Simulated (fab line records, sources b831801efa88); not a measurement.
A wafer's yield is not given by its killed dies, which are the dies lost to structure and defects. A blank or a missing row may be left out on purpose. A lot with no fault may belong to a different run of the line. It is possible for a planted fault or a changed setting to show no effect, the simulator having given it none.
Matching of chambers | flow gf180mcu | 4 sister chambers for GF_V3_CMP_04 on cmp-01
The step polishes SiO2. 4 wafers are shown with their chamber, then 10 later ones without.

== WAFERS, EACH WITH ITS CHAMBER ==
wafer  | chamber | motor_current_A (A)
L082.3 | 3       | 12.0
L086.1 | 2       | 14.5
L090.1 | 0       | 11.9
L090.2 | 1       | 11.5

== WAFERS WITH NO CHAMBER GIVEN ==
wafer  | motor_current_A (A)
L090.3 | 12.0
L092.3 | 11.1
L092.4 | 12.0
L092.6 | 11.7
L093.1 | 14.2
L093.4 | 11.8
L093.5 | 11.4
L095.3 | 11.8
L095.5 | 12.3
L095.6 | 11.6

== CHAMBER TAKEN BY EACH ==
wafer  | from the rows above          | in truth
L090.3 | can't be placed: 3 or 0      | 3
L092.3 | can't be placed: 1 or 0      | 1
L092.4 | can't be placed: 3 or 0      | 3
L092.6 | can't be placed: 1 or 0 or 3 | 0
L093.1 | 2                            | 2
L093.4 | can't be placed: 0 or 3 or 1 | 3
L093.5 | can't be placed: 1 or 0      | 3
L095.3 | can't be placed: 0 or 3 or 1 | 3
L095.5 | can't be placed: 3 or 0      | 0
L095.6 | can't be placed: 1 or 0 or 3 | 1
Correct placement for 1 of the 10. Cannot be placed on the basis of these rows: 9; the candidates contain the true chamber in 8. 0 placed wrongly.
How it was worked out, from the rows above alone: a wafer's distance from a chamber is the root of the sum, over the readings, of the square of ((its reading less the chamber's mean) divided by the reading's scatter). The wafer belongs to the nearest chamber; if the next one is less than 2 further off, it can't be placed. The mean given for a chamber averages the wafers shown for that chamber. The scatter (one wafer shown for each chamber): square how far every hidden wafer sits from the nearest shown wafer, average those squares and take the square root.
